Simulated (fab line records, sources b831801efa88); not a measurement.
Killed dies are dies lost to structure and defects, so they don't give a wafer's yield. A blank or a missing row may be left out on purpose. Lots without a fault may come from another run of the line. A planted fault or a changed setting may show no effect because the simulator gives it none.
Which tool did it? | flow gf180mcu | 12 lots, 36 wafers sampled, at 3 steps of a route of 602

WHAT THE GAUGES READ, wafer by wafer
GF_NWELL_TW_MEAS_11. Usual: NWELL_TW 1575, standard deviation 12.
lot  | measured    | on            | NWELL_TW       | flag
L193 | day 3 09:30 | film_metro-01 | 1581 1594 1586 |
L194 | day 3 15:32 | film_metro-01 | 1593 1580 1584 |
L201 | day 5 04:17 | film_metro-01 | 1591 1590 1590 |
L203 | day 5 16:05 | film_metro-02 | 1354 1353 1348 | OFF
L204 | day 5 21:50 | film_metro-01 | 1377 1366 1368 | OFF
L205 | day 6 11:23 | film_metro-03 | 1586 1592 1591 |
L208 | day 7 01:47 | film_metro-02 | 1568 1556 1555 |
L209 | day 7 04:41 | film_metro-02 | 1559 1563 1560 |
L211 | day 7 15:08 | film_metro-03 | 1574 1573 1576 |
L212 | day 7 20:37 | film_metro-03 | 1578 1571 1568 |
L215 | day 8 11:36 | film_metro-02 | 1567 1564 1557 |
L216 | day 8 15:05 | film_metro-01 | 1585 1583 1571 |

GF_VT_IMPLANT_RS_MEAS_47: measures by four-point-probe. Usual: NWELL_RS 487.9 ohm/sq, standard deviation 1.4.
lot  | measured     | on            | NWELL_RS (ohm/sq) | flag
L193 | day 7 13:37  | film_metro-02 | 486.8 487.6 487.0 |
L194 | day 7 21:25  | film_metro-03 | 488.2 488.2 486.6 |
L201 | day 9 19:34  | film_metro-03 | 490.4 489.5 489.0 |
L203 | day 10 12:10 | film_metro-03 | 654.6 651.7 653.9 | OFF
L204 | day 10 19:58 | film_metro-03 | 652.0 655.0 651.9 | OFF
L205 | day 11 13:22 | film_metro-01 | 486.2 487.7 487.1 |
L208 | day 12 04:14 | film_metro-02 | 489.5 487.9 488.6 |
L209 | day 12 08:40 | film_metro-01 | 486.0 485.8 485.2 |
L211 | day 12 22:49 | film_metro-02 | 490.0 489.7 490.5 |
L212 | day 13 05:51 | film_metro-03 | 485.3 488.0 487.2 |
L215 | day 13 22:28 | film_metro-02 | 487.9 489.3 487.6 |
L216 | day 14 03:55 | film_metro-01 | 488.7 487.9 490.1 |

WHICH TOOL RAN EACH LOT (tool, then ch and the chambers of the sampled wafers, then the start)
lot  | GF_NWELL_IMPLANT_08
L193 | implanter-02 ch 0, day 3 09:08
L194 | implanter-01 ch 0, day 3 15:08
L201 | implanter-01 ch 0, day 5 03:53
L203 | implanter-01 ch 0, day 5 15:41
L204 | implanter-01 ch 0, day 5 21:26
L205 | implanter-02 ch 0, day 6 10:59
L208 | implanter-04 ch 0, day 7 01:25
L209 | implanter-02 ch 0, day 7 04:17
L211 | implanter-02 ch 0, day 7 14:44
L212 | implanter-02 ch 0, day 7 20:14
L215 | implanter-02 ch 0, day 8 11:14
L216 | implanter-02 ch 0, day 8 14:41
- GF_NWELL_IMPLANT_08

WHAT THE TOOLS THEMSELVES READ (means of the sampled wafers that have a number; where no wafer has one, the mark that the record gives instead)
GF_NWELL_IMPLANT_08. Usual: dose_ions_cm2 1.4999e+13, standard deviation 1.6e+10; faraday_current_uA 84.8, standard deviation 1.8.
lot  | tool         | dose_ions_cm2 | faraday_current_uA | flag
L193 | implanter-02 | 1.4999e+13    | 85.0               |
L194 | implanter-01 | 1.4995e+13    | 84.8               |
L201 | implanter-01 | 1.4989e+13    | 85.1               |
L203 | implanter-01 | 8.5797e+12    | 48.7               | OFF
L204 | implanter-01 | 8.5807e+12    | 49.6               | OFF
L205 | implanter-02 | 1.5010e+13    | 85.5               |
L208 | implanter-04 | 1.5016e+13    | 84.4               |
L209 | implanter-02 | 1.5018e+13    | 82.6               |
L211 | implanter-02 | 1.4997e+13    | 85.6               |
L212 | implanter-02 | 1.5024e+13    | 83.5               |
L215 | implanter-02 | 1.5017e+13    | 84.3               |
L216 | implanter-02 | 1.4999e+13    | 84.5               |

THE ANSWER, worked out from the rows above alone
Rule: a lot is off if the mean of its wafers that have a number lies more than 3 standard deviations from the usual mean. A lot without any number at a reading at which 4 lots or more have one is off too. The other lots that the step has rows for count as sound. The gauges are gone through in route order, then the tools' own readings, and for those a lot's mean is taken as printed above. The first step at which some lot is off is used, and at that step the reading that is off furthest; a lot without a number counts as furthest.
Off: L203, L204, at GF_NWELL_TW_MEAS_11 (NWELL_TW).
A tool fits if, at a process step before that reading, it ran every lot that is off, and no sound lot after the first of them. The gauges at GF_NWELL_TW_MEAS_11 aren't tried: what is off there is off at GF_VT_IMPLANT_RS_MEAS_47 too, on other tools, and a gauge's error can't cause that. One fits: implanter-01 at GF_NWELL_IMPLANT_08. Its last sound lot is L201 (day 5 03:53), its first lot that is off L203 (day 5 15:41): a fault that began between those two fits.
The tool's own readings at GF_NWELL_IMPLANT_08 bear it out: on the lots that are off they differ by more than 5 times the standard deviation of the sound lots' means. dose_ions_cm2 reads 8.5802e+12 there against 1.5006e+13 on the sound lots; faraday_current_uA reads 49.2 there against 84.5 on the sound lots.

WHAT THE SIMULATOR HAD PUT IN
Process parameter drift: implanter-01, from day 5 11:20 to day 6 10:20, at GF_NWELL_IMPLANT_08. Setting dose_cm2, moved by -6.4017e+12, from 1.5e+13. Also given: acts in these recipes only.
Lots struck among those shown: L203, L204. The rule above found the same.
